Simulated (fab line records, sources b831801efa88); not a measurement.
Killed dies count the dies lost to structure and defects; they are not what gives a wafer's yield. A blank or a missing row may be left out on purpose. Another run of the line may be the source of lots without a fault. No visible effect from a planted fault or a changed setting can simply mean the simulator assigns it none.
fab line records ; flow sfq_line
record: lots: 7; wafers: 18; last_day: 82
route steps=325 shown I7@309 M8@311
lots that met no fault: taken from a fault-free run of the same line
start_h: hours from the record's first day to the start of the lot's first wafer shown ; wait_h: how many hours have passed since the lot's step before this one ; " unchanged from the row above ; L1.1+2: one row covering several wafers at once ; - no value, or no start given ; * or withheld: withheld ; < > ~ a bound
route shown NAME@n: NAME is a module with steps in the file, n the number in the route of the first one ; usual: mean/standard deviation of fault-free wafers ; same: alike in all rows ; chamber/n: place in a boat ; sites: readings site by site ; _std_site: standard deviation across them ; _edge_site: mean of outer sites minus mean of inner sites ; radius_mm: for every site, how far away it sits from the centre of the wafer ; mask NAME#n: copy n ; behind: tool/chamber where the wafer was last shaped ; hold: reason for holding the lot/hours on hold/outcome of the hold ; device: the transistor (n, p or np) that didn't switch ; end of line: the route-end tests of the same wafers ; step lacking rows: just its recipe ; killed: not the wafer's yield, but the dies lost to structure and defects at the first sort ; map: shows each die of a wafer: x if killed, . if not, _ if none is there
set.NAME: the setting the step ran with; set.NAME@STEP: the setting that earlier step ran with ; model.NAME: the simulator's own value behind a step, which no gauge read
lots seen at some steps along the route; tables by step, rows by wafer
services: the hour from which a tool's chamber was out of use, counted from the record's first day as start_h (under 0 if before that day), plus the number of hours and why
== steps ==
step: SFQ_TRILAYER_I7_VIA_STRIP_STRIP_191
recipe: gas: O2; power_w: 200; platen_temp_c: 40; overash_fraction: 0.65; chemistry: O2; pressure_mtorr: 50
usual: chamber_pressure_mTorr: 50.01/0.046; drypump_motor_current_A: 5.7/0.5; oes_product_au: 1.002/0.0078
lot.wafer;tool;chamber;start_h;wait_h;chamber_pressure_mTorr;drypump_motor_current_A;oes_product_au;rf_hours_counter_h
L515.1;rie_metal-01;1;1753.98;-;49.99;5.5;1.010;56
L515.3;rie_metal-01;1;1753.98;-;50.02;5.5;0.992;-
L515.5;rie_metal-01;1;1753.98;-;50.00;5.5;0.990;-
L517.3;rie_metal-01;0;1778.18;-;50.00;6.1;1.003;-
L517.4;rie_metal-01;1;1778.18;-;50.04;5.5;0.992;-
L517.5;rie_metal-01;0;1778.18;-;50.01;6.1;1.014;-
L525.2;rie_metal-01;1;1869.37;-;49.99;5.5;0.998;73
L525.5;rie_metal-01;1;1869.37;-;50.01;5.5;0.994;-
L526.1;rie_metal-02;0;1871.87;-;50.07;6.4;1.007;121
L526.2;rie_metal-02;1;1871.87;-;50.09;5.6;1.000;69
L528.1;rie_metal-04;1;1883.15;-;50.04;5.0;1.004;57
L528.3;rie_metal-04;0;1883.15;-;50.08;5.3;1.026;-
L533.2;rie_metal-04;0;1911.96;-;50.08;5.2;1.005;136
L533.4;rie_metal-04;1;1911.96;-;50.07;5.0;1.006;-
L533.6;rie_metal-04;1;1911.96;-;50.04;5.0;1.009;-
L535.1;rie_metal-02;1;1914.36;-;50.05;5.6;1.007;75
L535.3;rie_metal-02;0;1914.36;-;50.04;6.5;1.006;-
L535.5;rie_metal-02;1;1914.36;-;50.01;5.6;0.998;-
step: SFQ_TRILAYER_I7_VIA_STRIP_SOLV_CLEAN_192
recipe: chemistry: NMP; temp_c: 70; time_s: 600
step: SFQ_TRILAYER_M8_LITHO_LOR_COAT_197
recipe: resist: lift-off; spin_rpm: 3000
step: SFQ_TRILAYER_M8_LITHO_LOR_BAKE_198
recipe: resist: lift-off; temp_c: withheld; time_s: withheld
step: SFQ_TRILAYER_M8_LITHO_COAT_193
recipe: resist: KrF; spin_rpm: 3000; resist_thk_nm: 600
step: SFQ_TRILAYER_M8_LITHO_SOFTBAKE_199
recipe: temp_c: withheld; time_s: withheld; resist: KrF
step: SFQ_TRILAYER_M8_LITHO_EXPOSE_194
recipe: mask_id: M8; na: 0.6; source_shape: conventional; sigma_outer: 0.65; target_cd_nm: 2000; dose_mj: 14.4
step: SFQ_TRILAYER_M8_LITHO_PEB_196
recipe: peb_temp_c: 115; peb_time_s: 60; resist: KrF
step: SFQ_TRILAYER_M8_LITHO_DEVELOP_195
recipe: img_clear_s: 15; time_s: 55; resist: KrF
step: SFQ_M8_OVL_MEAS_948
usual: M8_OVL: 0/6.4
lot.wafer;tool;chamber;start_h;wait_h;M8_OVL[nm]
L515.1;overlay-02;-;1783.64;0.1;-12
L515.3;overlay-02;-;1783.64;0.1;-7
L515.5;overlay-02;-;1783.64;0.1;-14
L517.3;overlay-02;-;1801.65;0.1;-2
L517.4;overlay-02;-;1801.65;0.1;15
L517.5;overlay-02;-;1801.65;0.1;-2
L525.2;overlay-02;-;1899.59;0.1;-4
L525.5;overlay-02;-;1899.59;0.1;4
L526.1;overlay-02;-;1904.38;0.1;8
L526.2;overlay-02;-;1904.38;0.1;2
L528.1;overlay-02;-;1919.98;0.1;4
L528.3;overlay-02;-;1919.98;0.1;6
L533.2;overlay-01;-;1953.82;0.1;11
L533.4;overlay-01;-;1953.82;0.1;7
L533.6;overlay-01;-;1953.82;0.1;7
L535.1;overlay-01;-;1957.41;0.1;-8
L535.3;overlay-01;-;1957.41;0.1;-6
L535.5;overlay-01;-;1957.41;0.1;-5
step: SFQ_TRILAYER_M8_DEP_EVAP_197
recipe: material: Ti; angular_spread_deg: 1; target_thk_nm: 20; time_s: 100; power_w: 2000
step: SFQ_TRILAYER_M8_DEP_EVAP_198
recipe: material: Pt; angular_spread_deg: 1; target_thk_nm: 50; time_s: 250; power_w: 2000
step: SFQ_TRILAYER_M8_DEP_EVAP_196
recipe: material: Au; angular_spread_deg: 1; target_thk_nm: 180; time_s: 900; power_w: 2000
usual: cathode_dc_power_W: 2000.0/0.35
lot.wafer;tool;chamber;start_h;wait_h;cathode_dc_power_W;model.Au_of_TRILAYER_M8_DEP_EVAP_196.thk_nm
L515.1;pvd_sputter-02;-;1783.90;0.1;1999.4;179.1
L515.3;pvd_sputter-02;-;1783.90;0.1;1999.6;179.9
L515.5;pvd_sputter-02;-;1783.90;0.1;1999.5;178.8
L517.3;pvd_sputter-01;-;1801.93;0.1;2000.2;176.1
L517.4;pvd_sputter-01;-;1801.93;0.1;2000.0;176.8
L517.5;pvd_sputter-01;-;1801.93;0.1;1999.5;175.7
L525.2;pvd_sputter-01;-;1899.85;0.1;2000.0;181.9
L525.5;pvd_sputter-01;-;1899.85;0.1;1999.6;73.56
L526.1;pvd_sputter-01;-;1904.65;0.1;2000.3;72.56
L526.2;pvd_sputter-01;-;1904.65;0.1;1999.7;180.1
L528.1;pvd_sputter-01;-;1920.27;0.1;1998.9;74.87
L528.3;pvd_sputter-01;-;1920.27;0.1;2000.3;180.8
L533.2;pvd_sputter-02;-;1954.08;0.1;2000.4;176.8
L533.4;pvd_sputter-02;-;1954.08;0.1;2000.0;176.9
L533.6;pvd_sputter-02;-;1954.08;0.1;1999.6;179.6
L535.1;pvd_sputter-02;-;1957.68;0.1;2000.2;183.8
L535.3;pvd_sputter-02;-;1957.68;0.1;2000.2;182
L535.5;pvd_sputter-02;-;1957.68;0.1;1999.9;182.4
step: SFQ_M8_RS_MEAS_949
recipe: thk_meas_gauge: four-point-probe; reads: Au_of_TRILAYER_M8_DEP_EVAP_196+Pt_of_TRILAYER_M8_DEP_EVAP_198+Ti_of_TRILAYER_M8_DEP_EVAP_197
usual: M8_AU_RS: 0.1538/0.0014
lot.wafer;tool;chamber;start_h;wait_h;M8_AU_RS[ohm/sq]
L515.1;film_metro-02;-;1784.42;0.3;0.1542
L515.3;film_metro-02;-;1784.42;0.3;0.1535
L515.5;film_metro-02;-;1784.42;0.3;0.1542
L517.3;film_metro-01;-;1802.56;0.3;0.1570
L517.4;film_metro-01;-;1802.56;0.3;0.1563
L517.5;film_metro-01;-;1802.56;0.3;0.1571
L525.2;film_metro-02;-;1900.38;0.3;0.1519
L525.5;film_metro-02;-;1900.38;0.3;0.4001
L526.1;film_metro-02;-;1905.16;0.3;0.4079
L526.2;film_metro-02;-;1905.16;0.3;0.1533
L528.1;film_metro-04;-;1920.86;0.3;0.3905
L528.3;film_metro-04;-;1920.86;0.3;0.1528
L533.2;film_metro-01;-;1954.61;0.3;0.1565
L533.4;film_metro-01;-;1954.61;0.3;0.1563
L533.6;film_metro-01;-;1954.61;0.3;0.1544
L535.1;film_metro-02;-;1958.19;0.3;0.1501
L535.3;film_metro-02;-;1958.19;0.3;0.1515
L535.5;film_metro-02;-;1958.19;0.3;0.1516
step: SFQ_M8_THK_MEAS_950
recipe: thk_meas_gauge: xrf; reads: Au_of_TRILAYER_M8_DEP_EVAP_196
usual: M8_AU_THK: 176.6/1.7
lot.wafer;tool;chamber;start_h;wait_h;M8_AU_THK[nm]
L515.1;film_metro-02;-;1784.54;0.1;177.0
L515.3;film_metro-02;-;1784.54;0.1;176.8
L515.5;film_metro-02;-;1784.54;0.1;176.0
L517.3;film_metro-01;-;1802.66;0.1;172.9
L517.4;film_metro-01;-;1802.66;0.1;174.2
L517.5;film_metro-01;-;1802.66;0.1;173.2
L525.2;film_metro-02;-;1900.49;0.1;178.3
L525.5;film_metro-02;-;1900.49;0.1;72.3
L526.1;film_metro-02;-;1905.28;0.1;71.4
L526.2;film_metro-02;-;1905.28;0.1;176.4
L528.1;film_metro-04;-;1920.98;0.1;73.5
L528.3;film_metro-04;-;1920.98;0.1;178.4
L533.2;film_metro-01;-;1954.72;0.1;173.8
L533.4;film_metro-01;-;1954.72;0.1;173.6
L533.6;film_metro-01;-;1954.72;0.1;176.4
L535.1;film_metro-02;-;1958.31;0.1;180.0
L535.3;film_metro-02;-;1958.31;0.1;179.0
L535.5;film_metro-02;-;1958.31;0.1;179.3
step: SFQ_TRILAYER_M8_LIFTOFF_LIFTOFF_197
recipe: temp_c: 80; time_s: 600; chemistry: NMP
step: SFQ_M8_BOW_MEAS_951
recipe: mode: bow
usual: M8_BOW: 8/11
lot.wafer;tool;chamber;start_h;wait_h;M8_BOW[um];model.etest.i7.link_ohm;model.etest.m8.ohm_sq
L515.1;film_metro-02;-;1784.77;0.0;5;1.038;0.1543
L515.3;film_metro-02;-;1784.77;0.0;5;1.038;0.1537
L515.5;film_metro-02;-;1784.77;0.0;3;1.046;0.1546
L517.3;film_metro-01;-;1802.91;0.0;-1;1.055;0.157
L517.4;film_metro-01;-;1802.91;0.0;7;1.069;0.1564
L517.5;film_metro-01;-;1802.91;0.0;17;1.058;0.1573
L525.2;film_metro-04;-;1900.74;0.0;7;1.055;0.152
L525.5;film_metro-04;-;1900.74;0.0;10;1.296;0.3758
L526.1;film_metro-04;-;1905.52;0.0;32;1.273;0.381
L526.2;film_metro-04;-;1905.52;0.0;23;1.034;0.1535
L528.1;film_metro-01;-;1921.21;0.0;-3;1.286;0.3692
L528.3;film_metro-01;-;1921.21;0.0;-11;1.046;0.1529
L533.2;film_metro-02;-;1954.97;0.0;-3;1.054;0.1563
L533.4;film_metro-02;-;1954.97;0.0;3;1.051;0.1562
L533.6;film_metro-02;-;1954.97;0.0;12;1.052;0.1539
L535.1;film_metro-04;-;1958.55;0.0;24;1.042;0.1504
L535.3;film_metro-04;-;1958.55;0.0;-2;1.05;0.1519
L535.5;film_metro-04;-;1958.55;0.0;10;1.047;0.1516
== services ==
tool;chamber;start_h;hours;kind
rie_metal-01;-;1752.88;0.4;repair
rie_metal-04;0;1790.95;6.4;repair
rie_metal-02;-;1818.40;2.8;pm
rie_metal-01;1;1819.44;3.7;repair
pvd_sputter-02;-;1831.69;1.8;repair
pvd_sputter-02;-;1840.90;2.2;repair
rie_metal-02;-;1854.29;0.2;repair
pvd_sputter-02;-;1859.72;1.4;repair
rie_metal-01;1;1864.68;1.9;repair
rie_metal-04;0;1885.17;5.0;repair
rie_metal-04;-;1887.18;0.3;repair
pvd_sputter-02;-;1901.57;7.8;repair
rie_metal-04;-;1919.82;0.4;repair
rie_metal-04;0;1924.29;-;clean
rie_metal-04;0;1924.29;-;consumable_replace:esc
rie_metal-04;0;1924.29;-;consumable_replace:focus_ring
rie_metal-04;0;1924.29;36.5;scheduled_down
rie_metal-04;0;1924.29;36.5;vent_cycle
pvd_sputter-02;-;1947.38;5.6;repair
rie_metal-02;-;1953.07;0.5;repair
== key ==
first_sign: step: SFQ_M8_RS_MEAS_949; reading: M8_AU_RS; direction: up; sigmas: 99+; usual: 0.1538; struck: 0.3995
effect: step: SFQ_M8_THK_MEAS_950; reading: M8_AU_THK; direction: down; sigmas: 60; usual: 176.6; struck: 72.4
model_effect: step: SFQ_TRILAYER_M8_DEP_EVAP_196; value: Au_of_TRILAYER_M8_DEP_EVAP_196.thk_nm; without: 179.7; struck: 73.66
model_effect: step: SFQ_M8_BOW_MEAS_951; value: etest.i7.link_ohm; without: 1.053; struck: 1.285
met_at SFQ_TRILAYER_M8_DEP_EVAP_196
struck_wafers L525.5,L526.1,L528.1
onset_between 1801.93 1899.85
fault: kind: process_parameter_drift; tool: pvd_sputter-01; chamber: -; onset_h: 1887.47; steps: SFQ_TRILAYER_M8_DEP_EVAP_196; channel: time_s; offset: *; shape: step; end_h: 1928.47; scope: struck_wafers_only; acts_in: *; stated: *
